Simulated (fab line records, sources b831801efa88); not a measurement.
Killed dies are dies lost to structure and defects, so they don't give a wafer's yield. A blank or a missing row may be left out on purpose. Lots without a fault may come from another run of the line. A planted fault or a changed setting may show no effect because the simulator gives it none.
Which tool did it? | flow gf180mcu | 14 lots, 42 wafers sampled, at 4 steps of a route of 602

WHAT THE GAUGES READ, wafer by wafer
GF_POLY_GATE_CD_MEAS_10: target cd 280 nm. Usual: cd_nm 279.8 nm, standard deviation 1.3.
lot  | measured     | on        | cd_nm (nm)        | flag
L137 | day 9 05:23  | cd_sem-01 | 277.1 277.6 278.3 |
L138 | day 9 10:50  | cd_sem-02 | 280.4 280.2 280.4 |
L139 | day 9 17:03  | cd_sem-01 | 280.8 280.0 279.8 |
L140 | day 10 00:25 | cd_sem-02 | 280.6 280.0 280.4 |
L141 | day 10 05:15 | cd_sem-01 | 278.0 277.4 277.1 |
L143 | day 10 23:15 | cd_sem-01 | 278.9 279.5 278.8 |
L145 | day 11 12:23 | cd_sem-01 | 279.8 279.2 280.5 |
L147 | day 12 13:47 | cd_sem-01 | 304.4 304.4 304.2 | OFF
L149 | day 13 02:04 | cd_sem-02 | 298.7 298.8 299.4 | OFF
L151 | day 13 09:12 | cd_sem-01 | 282.5 280.2 280.6 |
L154 | day 14 08:35 | cd_sem-02 | 281.0 281.0 281.0 |
L157 | day 15 01:43 | cd_sem-02 | 279.5 279.8 279.4 |
L158 | day 15 10:34 | cd_sem-02 | 280.1 280.1 280.3 |
L160 | day 16 02:11 | cd_sem-02 | 280.6 279.5 279.9 |

GF_NSD_TW_MEAS_12. Usual: NSD_TW 4265, standard deviation 34.
lot  | measured     | on            | NSD_TW         | flag
L137 | day 13 11:01 | film_metro-04 | 4225 4224 4241 |
L138 | day 13 14:05 | film_metro-04 | 4251 4239 4220 |
L139 | day 13 22:41 | film_metro-04 | 4214 4241 4219 |
L140 | day 14 07:14 | film_metro-03 | 4274 4256 4258 |
L141 | day 14 12:58 | film_metro-01 | 4297 4301 4300 |
L143 | day 15 09:10 | film_metro-04 | 4242 4230 4226 |
L145 | day 16 01:26 | film_metro-04 | 4233 4215 4228 |
L147 | day 17 05:55 | film_metro-04 | 4252 4252 4236 |
L149 | day 17 18:30 | film_metro-04 | 4246 4232 4237 |
L151 | day 18 04:36 | film_metro-03 | 4296 4319 4272 |
L154 | day 19 08:20 | film_metro-03 | 4281 4270 4293 |
L157 | day 20 04:13 | film_metro-03 | 4272 4269 4290 |
L158 | day 20 13:06 | film_metro-01 | 4305 4321 4284 |
L160 | day 21 08:14 | film_metro-01 | 4281 4285 4314 |

WHICH TOOL RAN EACH LOT (tool, then ch and the chambers of the sampled wafers, then the start)
lot  | GF_VT_IMPLANT_RTA_45             | GF_POLY_GATE_SOFTBAKE_06
L137 | rtp_anneal-02 ch 0, day 7 13:54  | litho_track-03 ch 0, day 8 20:00
L138 | rtp_anneal-02 ch 0, day 7 19:39  | litho_track-03 ch 0, day 9 02:00
L139 | rtp_anneal-01 ch 0, day 8 00:57  | litho_track-03 ch 0, day 9 08:00
L140 | rtp_anneal-02 ch 0, day 8 07:41  | litho_track-04 ch 0, day 9 15:00
L141 | rtp_anneal-02 ch 0, day 8 13:25  | litho_track-02 ch 0, day 9 20:00
L143 | rtp_anneal-01 ch 0, day 9 04:52  | litho_track-03 ch 0, day 10 13:00
L145 | rtp_anneal-01 ch 0, day 9 18:26  | litho_track-03 ch 0, day 11 03:00
L147 | rtp_anneal-02 ch 0, day 10 18:25 | litho_track-02 ch 0, day 12 04:00
L149 | rtp_anneal-02 ch 0, day 11 02:25 | litho_track-02 ch 0, day 12 15:00
L151 | rtp_anneal-02 ch 0, day 11 12:22 | litho_track-03 ch 0, day 12 23:00
L154 | rtp_anneal-02 ch 0, day 12 10:28 | litho_track-04 ch 0, day 13 22:00
L157 | rtp_anneal-02 ch 0, day 13 02:38 | litho_track-03 ch 0, day 14 15:00
L158 | rtp_anneal-01 ch 0, day 13 09:43 | litho_track-03 ch 0, day 14 23:00
L160 | rtp_anneal-02 ch 0, day 14 03:10 | litho_track-04 ch 0, day 15 15:00
- GF_VT_IMPLANT_RTA_45: time 30 s.
- GF_POLY_GATE_SOFTBAKE_06: time 60 s.

WHAT THE TOOLS THEMSELVES READ (means of the sampled wafers that have a number; where no wafer has one, the mark that the record gives instead)
GF_VT_IMPLANT_RTA_45. Usual: lamp_power_pct 35 %, standard deviation 3.6; wafer_temp_C_max 1056.4, standard deviation 2.3.
lot  | tool          | lamp_power_pct (%) | wafer_temp_C_max | flag
L137 | rtp_anneal-02 | 38                 | 1055.7           |
L138 | rtp_anneal-02 | 38                 | 1054.2           |
L139 | rtp_anneal-01 | 31                 | 1058.6           |
L140 | rtp_anneal-02 | 38                 | 1055.0           |
L141 | rtp_anneal-02 | 38                 | 1054.3           |
L143 | rtp_anneal-01 | 31                 | 1059.8           |
L145 | rtp_anneal-01 | 31                 | 1058.4           |
L147 | rtp_anneal-02 | 38                 | 1055.6           |
L149 | rtp_anneal-02 | 38                 | 1055.0           |
L151 | rtp_anneal-02 | 38                 | 1055.3           |
L154 | rtp_anneal-02 | 38                 | 1054.8           |
L157 | rtp_anneal-02 | 38                 | 1054.2           |
L158 | rtp_anneal-01 | 31                 | 1060.7           |
L160 | rtp_anneal-02 | 38                 | 1055.5           |

GF_POLY_GATE_SOFTBAKE_06. Usual: heater_power_total_W 93.05 W, standard deviation 0.061; plate_temp_C 130.01 C, standard deviation 0.13.
lot  | tool           | heater_power_total_W (W) | plate_temp_C (C) | flag
L137 | litho_track-03 | 93.05                    | 129.92           |
L138 | litho_track-03 | 93.03                    | 130.21           |
L139 | litho_track-03 | 92.99                    | 129.92           |
L140 | litho_track-04 | 93.00                    | 129.97           |
L141 | litho_track-02 | 93.07                    | 130.07           |
L143 | litho_track-03 | 93.07                    | 130.08           |
L145 | litho_track-03 | 93.03                    | 129.99           |
L147 | litho_track-02 | 81.21                    | 117.35           | OFF
L149 | litho_track-02 | 81.18                    | 117.10           | OFF
L151 | litho_track-03 | 93.04                    | 129.93           |
L154 | litho_track-04 | 93.02                    | 129.98           |
L157 | litho_track-03 | 93.06                    | 130.02           |
L158 | litho_track-03 | 93.02                    | 130.04           |
L160 | litho_track-04 | 93.00                    | 129.96           |

THE ANSWER, worked out from the rows above alone
Rule: a lot is off if the mean of its wafers that have a number lies more than 3 standard deviations from the usual mean. A lot without any number at a reading at which 4 lots or more have one is off too. The other lots that the step has rows for count as sound. The gauges are gone through in route order, then the tools' own readings, and for those a lot's mean is taken as printed above. The first step at which some lot is off is used, and at that step the reading that is off furthest; a lot without a number counts as furthest.
Off: L147, L149, at GF_POLY_GATE_CD_MEAS_10 (cd_nm).
A tool fits if, at a process step before that reading, it ran every lot that is off, and no sound lot after the first of them. The gauges at GF_POLY_GATE_CD_MEAS_10 aren't tried: what is off there is off at GF_POLY_GATE_SOFTBAKE_06 too, on other tools, and a gauge's error can't cause that. One fits: litho_track-02 at GF_POLY_GATE_SOFTBAKE_06. Its last sound lot is L141 (day 9 20:00), its first lot that is off L147 (day 12 04:00): a fault that began between those two fits.
The tool's own readings at GF_POLY_GATE_SOFTBAKE_06 bear it out: on the lots that are off they differ by more than 5 times the standard deviation of the sound lots' means. heater_power_total_W reads 81.19 W there against 93.03 W on the sound lots; plate_temp_C reads 117.22 C there against 130.01 C on the sound lots.

WHAT THE SIMULATOR HAD PUT IN
Process parameter drift: litho_track-02, from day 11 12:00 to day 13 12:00, at GF_POLY_GATE_SOFTBAKE_06. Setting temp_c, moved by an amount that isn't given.
Lots struck among those shown: L147, L149. The rule above found the same.
